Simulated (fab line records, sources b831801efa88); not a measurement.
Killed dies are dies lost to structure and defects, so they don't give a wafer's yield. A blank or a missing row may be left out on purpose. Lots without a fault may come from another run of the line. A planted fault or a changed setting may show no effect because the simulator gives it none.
A struck lot beside a sound one | flow sfq_line | 21 steps out of a route of 325
Sound: wafers L848.4, L848.5, L848.6. Struck: wafers L842.1, L842.5, L842.6. The cause comes at the end.
At each step with rows: each side's tool, then ch and its chambers, then its first start. Under that, the readings that differ: sound wafers | struck wafers | difference of the means | sigmas: that difference in standard deviations of wafers without a fault.
alike: readings whose means differ by less than 2 such deviations, and words and numbers that are the same on both sides. not compared: withheld readings, readings that some wafer has no value for, bounds like >300 that may hide the same value, and numbers for which the record gives no deviation and whose values overlap.
The two part at a step that has a row with sigmas, a row that says differs or no value, or rows on one side only. Numbers that don't overlap but have no deviation are shown without sigmas and don't part them. A reading that every wafer of one side lacks parts them only if that side has two wafers or more.

first, 2 steps without rows for these wafers: SFQ_TRILAYER_M1_LITHO_PEB_042 (peb time 60 s); SFQ_TRILAYER_M1_LITHO_DEVELOP_041 (time 60 s).
SFQ_M1_OVL_MEAS_911:
  sound on overlay-01, day 29 23:20; struck on overlay-01, day 28 01:43
  alike: M1_OVL
SFQ_TRILAYER_M1_BARC_OPEN_METAL_ETCH_054: etches BARC in O2, target depth 125 nm, time 41.7 s.
  sound on rie_metal-02 ch 0,1, day 29 23:22; struck on rie_metal-02 ch 0,1, day 28 01:44
  alike: bias_w, drypump_motor_current_A, he_backside_leak_sccm, oes_product_au
  not compared: rf_hours_counter_h
then, 1 step without rows for these wafers: SFQ_TRILAYER_M1_ETCH_METAL_ETCH_042 (etches Nb in Cl2/Ar, stops on SiO2, target depth 240 nm, time 120 s).
SFQ_TRILAYER_M1_STRIP_STRIP_043: strips in O2.
  sound on rie_metal-02 ch 0,1, day 29 23:44; struck on rie_metal-02 ch 0,1, day 28 01:56
  alike: drypump_motor_current_A, he_backside_leak_sccm, oes_product_au
  not compared: rf_hours_counter_h
then, 2 steps without rows for these wafers: SFQ_TRILAYER_M1_STRIP_SOLV_CLEAN_044 (cleans in NMP, time 600 s); SFQ_TRILAYER_I1_DEP_PECVD_045 (deposits SiO2 from SiH4/N2O, time 111.11 s, target thk 500 nm).
SFQ_TRILAYER_I1_CMP_CMP_046: polishes SiO2.
  sound on cmp-02 ch 2,3, day 30 01:46; struck on cmp-02 ch 1,2,3, day 28 03:58
  alike: motor_current_A, slurry_filter_dp_kPa, time_to_endpoint_s
SFQ_I1_BOW_MEAS_912:
  sound on film_metro-04, day 30 04:49; struck on film_metro-04, day 28 05:58
  alike: I1_BOW
then, 2 steps without rows for these wafers: SFQ_TRILAYER_I1_METRO_MEASURE_047; SFQ_TRILAYER_I1_VIA_LITHO_COAT_054 (resist thk 62 nm).
SFQ_TRILAYER_I1_VIA_LITHO_COAT_049: resist thk 650 nm.
  sound on litho_track-03 ch 0, day 30 06:32; struck on litho_track-02 ch 0, day 28 07:35
  reading                                                 | sound             | struck            | difference | sigmas
  model.KrF_of_TRILAYER_I1_VIA_LITHO_COAT_049.thk_nm (nm) | 648.6 650.2 647.2 | 691.6 692.7 693.9 | +44.1      |
then, 4 steps without rows for these wafers: SFQ_TRILAYER_I1_VIA_LITHO_SOFTBAKE_053; SFQ_TRILAYER_I1_VIA_LITHO_EXPOSE_050 (exposes mask I1, target cd 500 nm); SFQ_TRILAYER_I1_VIA_LITHO_PEB_052 (peb time 60 s); SFQ_TRILAYER_I1_VIA_LITHO_DEVELOP_051 (time 60 s).
-- the record jumps here: 6 days lie between the struck wafers' starts before and after --
SFQ_I1_OVL_MEAS_913:
  sound on overlay-02, day 36 09:38; struck on overlay-02, day 34 16:26
  alike: I1_OVL
SFQ_TRILAYER_I1_VIA_BARC_OPEN_VIA_ETCH_071: etches BARC in O2, target depth 125 nm, time 41.7 s.
  sound on rie_diel-04 ch 1,2, day 36 09:40; struck on rie_diel-04 ch 2,3, day 34 16:28
  alike: bias_w, drypump_motor_current_A, oes_product_au
  not compared: rf_hours_counter_h
SFQ_TRILAYER_I1_VIA_ETCH_VIA_ETCH_052: etches SiO2 in CHF3, stops on Nb, target depth 260 nm.
  sound on rie_diel-04 ch 1,2, day 36 09:42; struck on rie_diel-04 ch 2,3, day 34 16:31
  reading                                                 | sound             | struck            | difference | sigmas
  model.KrF_of_TRILAYER_I1_VIA_LITHO_COAT_049.thk_nm (nm) | 527.4 528.8 526.3 | 568.7 569.7 571.3 | +42.4      |
  alike: bias_w, drypump_motor_current_A, oes_product_au
SFQ_TRILAYER_I1_VIA_STRIP_STRIP_053: strips in O2.
  sound on rie_metal-03 ch 0,1, day 36 10:01; struck on rie_metal-03 ch 0,1, day 34 16:37
  alike: drypump_motor_current_A, he_backside_leak_sccm, oes_product_au
  not compared: rf_hours_counter_h

WHERE THEY PART
Nowhere in this record.

WHY: what the simulator had put in
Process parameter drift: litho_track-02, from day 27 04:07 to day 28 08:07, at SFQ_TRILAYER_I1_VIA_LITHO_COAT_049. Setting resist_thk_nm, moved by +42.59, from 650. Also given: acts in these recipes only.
